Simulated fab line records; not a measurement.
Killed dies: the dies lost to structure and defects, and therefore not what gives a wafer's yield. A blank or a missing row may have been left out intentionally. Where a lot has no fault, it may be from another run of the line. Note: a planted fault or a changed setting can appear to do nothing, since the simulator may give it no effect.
Which of the tools did it? + flow sky130 + 42 wafers from 14 lots sampled at 5 of the route's 708 steps

WHAT EACH GAUGE READ, for each wafer
SKY_FIELD_ISO_THK_MEAS_02.
| lot  | measured    | on            | FIELD_ISO_OXIDATION_00_THK (nm) |
|------|-------------|---------------|---------------------------------|
| L261 | day 1 12:36 | film-metro-03 | 11.93 12.10 11.90               |
| L262 | day 1 17:29 | film-metro-01 | 12.14 12.00 11.99               |
| L263 | day 1 22:52 | film-metro-01 | 11.74 11.60 11.82               |
| L264 | day 2 04:09 | film-metro-01 | 11.84 11.58 11.90               |
| L265 | day 2 09:05 | film-metro-01 | 12.00 12.15 12.51               |
| L267 | day 2 18:14 | film-metro-01 | 12.35 12.45 12.37               |
| L269 | day 3 03:50 | film-metro-01 | 11.80 11.56 11.58               |
| L270 | day 3 09:45 | film-metro-04 | 11.97 12.08 11.85               |
| L275 | day 4 10:29 | film-metro-03 | 11.66 11.64 11.86               |
| L277 | day 4 19:38 | film-metro-03 | 12.22 12.06 11.99               |
| L278 | day 5 00:59 | film-metro-04 | 11.71 11.64 11.96               |
| L279 | day 5 09:35 | film-metro-01 | 12.57 12.52 12.42               |
| L281 | day 5 16:24 | film-metro-03 | 11.98 12.07 11.97               |
| L282 | day 6 00:15 | film-metro-01 | 11.95 12.02 12.02               |

SKY_VT_ADJUST_HVTP_OVL_MEAS_08.
| lot  | measured     | on         | VT_ADJUST_HVTP_OVL (nm)                   |
|------|--------------|------------|-------------------------------------------|
| L261 | day 5 23:43  | overlay-01 | 0.2 0.2 -0.4                              |
| L262 | day 6 06:16  | overlay-02 | 1.2 -0.7 1.8                              |
| L263 | day 6 11:52  | overlay-02 | 0.9 -0.1 0.4                              |
| L264 | day 6 19:38  | overlay-02 | -0.1 -0.2 0.0                             |
| L265 | day 7 04:04  | overlay-02 | -135.4 -134.3 -134.5 -137.1 -135.5 -135.2 |
| L267 | day 7 11:40  | overlay-02 | -130.8 -132.7 -134.6 -132.5 -133.8 -135.7 |
| L269 | day 8 03:17  | overlay-01 | -132.0 -131.7 -132.2 -132.5 -132.1 -133.2 |
| L270 | day 8 09:58  | overlay-01 | -132.7 -132.1 -135.3 -133.4 -132.4 -135.9 |
| L275 | day 10 08:54 | overlay-01 | 1.1 0.6 1.3                               |
| L277 | day 10 09:10 | overlay-02 | -1.1 1.2 -0.8                             |
| L278 | day 11 04:44 | overlay-01 | -0.6 0.4 -0.7                             |
| L279 | day 11 04:08 | overlay-01 | 0.3 0.0 0.8                               |
| L281 | day 11 14:12 | overlay-01 | 0.4 -1.7 -0.3                             |
| L282 | day 11 19:37 | overlay-01 | 1.4 0.1 -1.7                              |

SKY_SONOS_TUNNEL_TW_MEAS_12.
| lot  | measured     | on            | SONOS_TUNNEL_TW   |
|------|--------------|---------------|-------------------|
| L261 | day 11 06:14 | film-metro-02 | 195.8 196.1 195.7 |
| L262 | day 11 14:58 | film-metro-01 | 197.9 197.4 198.5 |
| L263 | day 11 23:21 | film-metro-03 | 198.1 197.8 198.6 |
| L264 | day 12 08:46 | film-metro-01 | 194.7 194.7 194.0 |
| L275 | day 16 19:46 | film-metro-02 | 197.9 197.8 198.5 |
| L277 | day 16 21:52 | film-metro-02 | 199.0 199.0 197.8 |
| L278 | day 17 20:45 | film-metro-01 | 196.4 196.7 195.8 |
| L279 | day 17 20:26 | film-metro-02 | 198.5 198.9 197.5 |
| L281 | day 18 07:55 | film-metro-01 | 196.4 198.3 196.6 |
| L282 | day 18 15:56 | film-metro-01 | 196.7 197.3 197.1 |

EACH LOT AND THE TOOL THAT RAN IT (in order: tool; ch and the chambers of the sampled wafers; start)
| lot  | SKY_FIELD_ISO_CMP_27         | SKY_VT_ADJUST_HVTP_EXPOSE_04        |
|------|------------------------------|-------------------------------------|
| L261 | cmp-01 ch 0,3, day 2 09:55   | iline-stepper-02 ch 0, day 5 16:04  |
| L262 | cmp-02 ch 0,1, day 2 15:11   | iline-stepper-01 ch 0, day 5 22:02  |
| L263 | cmp-01 ch 1,3, day 2 19:44   | iline-stepper-01 ch 0, day 6 02:47  |
| L264 | cmp-02 ch 0,1,3, day 3 02:25 | iline-stepper-01 ch 0, day 6 09:55  |
| L265 | cmp-01 ch 0,3, day 3 08:14   | iline-stepper-01 ch 0, day 6 18:37  |
| L267 | cmp-02 ch 0,1,3, day 3 15:36 | iline-stepper-01 ch 0, day 7 01:47  |
| L269 | cmp-01 ch 1,3, day 4 03:28   | iline-stepper-01 ch 0, day 7 17:27  |
| L270 | cmp-01 ch 0,2,3, day 4 08:47 | iline-stepper-01 ch 0, day 7 23:52  |
| L275 | cmp-02 ch 0,1,3, day 5 20:07 | iline-stepper-02 ch 0, day 9 22:49  |
| L277 | cmp-01 ch 0,1,2, day 5 22:53 | iline-stepper-02 ch 0, day 9 23:33  |
| L278 | cmp-01 ch 1,3, day 6 14:33   | iline-stepper-02 ch 0, day 10 17:43 |
| L279 | cmp-02 ch 1,2,3, day 6 14:36 | iline-stepper-02 ch 0, day 10 17:06 |
| L281 | cmp-02 ch 2,3, day 6 23:47   | iline-stepper-02 ch 0, day 11 02:27 |
| L282 | cmp-02 ch 1,2,3, day 7 04:07 | iline-stepper-02 ch 0, day 11 07:39 |
- SKY_FIELD_ISO_CMP_27: polishes, stops on Si3N4, t overpolish 16 s, target thk 457.8 nm.
- SKY_VT_ADJUST_HVTP_EXPOSE_04: exposes mask HVTPM, target cd 380 nm.

WHAT THE TOOLS THEMSELVES READ (means of the sampled wafers that have a number; where no wafer has one, the mark that the record gives instead)
SKY_FIELD_ISO_CMP_27.
| lot  | tool   | edge-zone-pressure-frac | motor-current-A (A) | overpolish-run-s (s) | time-to-endpoint-s (s) |
|------|--------|-------------------------|---------------------|----------------------|------------------------|
| L261 | cmp-01 | 1.001                   | 12.8                | 16.000               | 110                    |
| L262 | cmp-02 | 1.002                   | 11.0                | 15.991               | 107                    |
| L263 | cmp-01 | 0.998                   | 11.7                | 16.013               | 106                    |
| L264 | cmp-02 | 0.998                   | 11.9                | 15.994               | 111                    |
| L265 | cmp-01 | 0.999                   | 12.4                | 16.000               | 106                    |
| L267 | cmp-02 | 0.997                   | 11.3                | 16.003               | 112                    |
| L269 | cmp-01 | 0.996                   | 11.9                | 15.997               | 109                    |
| L270 | cmp-01 | 0.998                   | 12.6                | 15.995               | 110                    |
| L275 | cmp-02 | 0.993                   | 11.7                | 16.014               | 110                    |
| L277 | cmp-01 | 0.999                   | 12.2                | 15.999               | 110                    |
| L278 | cmp-01 | 1.003                   | 11.5                | 16.002               | 108                    |
| L279 | cmp-02 | 1.002                   | 11.6                | 16.006               | 117                    |
| L281 | cmp-02 | 1.003                   | 12.0                | 16.008               | 115                    |
| L282 | cmp-02 | 0.999                   | 11.4                | 15.999               | 112                    |

SKY_VT_ADJUST_HVTP_EXPOSE_04.
| lot  | tool             | exposure-dose-mJ-cm2 |
|------|------------------|----------------------|
| L261 | iline-stepper-02 | 140.12               |
| L262 | iline-stepper-01 | 139.99               |
| L263 | iline-stepper-01 | 139.89               |
| L264 | iline-stepper-01 | 140.04               |
| L265 | iline-stepper-01 | 140.03               |
| L267 | iline-stepper-01 | 139.90               |
| L269 | iline-stepper-01 | 140.05               |
| L270 | iline-stepper-01 | 140.01               |
| L275 | iline-stepper-02 | 139.91               |
| L277 | iline-stepper-02 | 139.94               |
| L278 | iline-stepper-02 | 139.95               |
| L279 | iline-stepper-02 | 139.89               |
| L281 | iline-stepper-02 | 140.07               |
| L282 | iline-stepper-02 | 139.92               |

THE ANSWER, worked out from the rows above alone
Rule: what is usual is taken from the lots themselves. Put in order of their means at a reading, lots are off if they are a third of the lots or fewer, leave a main group of 4 or more, and stand apart from it by a gap of 3 or more times the standard deviation of the main group's means; of several such gaps the widest counts. If all means in a main group match to the digits the tables above print for the reading, that group is not used. Also off: a lot with no number at a reading for which 4 or more lots have one. Where the step has rows for the other lots, those lots are counted as sound. After the gauges, taken in route order, come the tools' own readings; for these a lot's mean is taken, as printed above. At the first step where some lot is off, the reading lying furthest off is the one used; lots without a number count as furthest.
Off: at SKY_VT_ADJUST_HVTP_OVL_MEAS_08 (VT_ADJUST_HVTP_OVL), L265, L267, L269, L270. For the main group the mean is 0.1 nm and the standard deviation 0.46.
A tool fits if, at a process step before that reading, it ran every lot that is off, and no sound lot after the first of them. Gauges at SKY_VT_ADJUST_HVTP_OVL_MEAS_08: tried the same way as those tools. One candidate fits, namely iline-stepper-01 at SKY_VT_ADJUST_HVTP_EXPOSE_04. Its last sound lot is L264 (day 6 09:55), its first lot that is off L265 (day 6 18:37): a fault that began between those two fits.

WHAT THE SIMULATOR PUT IN
Scanner matching overlay: iline-stepper-01, from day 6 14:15 on, at SKY_VT_ADJUST_HVTP_EXPOSE_04. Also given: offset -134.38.
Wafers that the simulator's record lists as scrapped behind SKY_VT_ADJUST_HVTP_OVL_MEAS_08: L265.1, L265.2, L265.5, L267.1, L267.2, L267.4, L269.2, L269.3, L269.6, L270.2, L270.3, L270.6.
Shown lots that were struck: L265, L267, L269, L270. The same result came from the rule above.
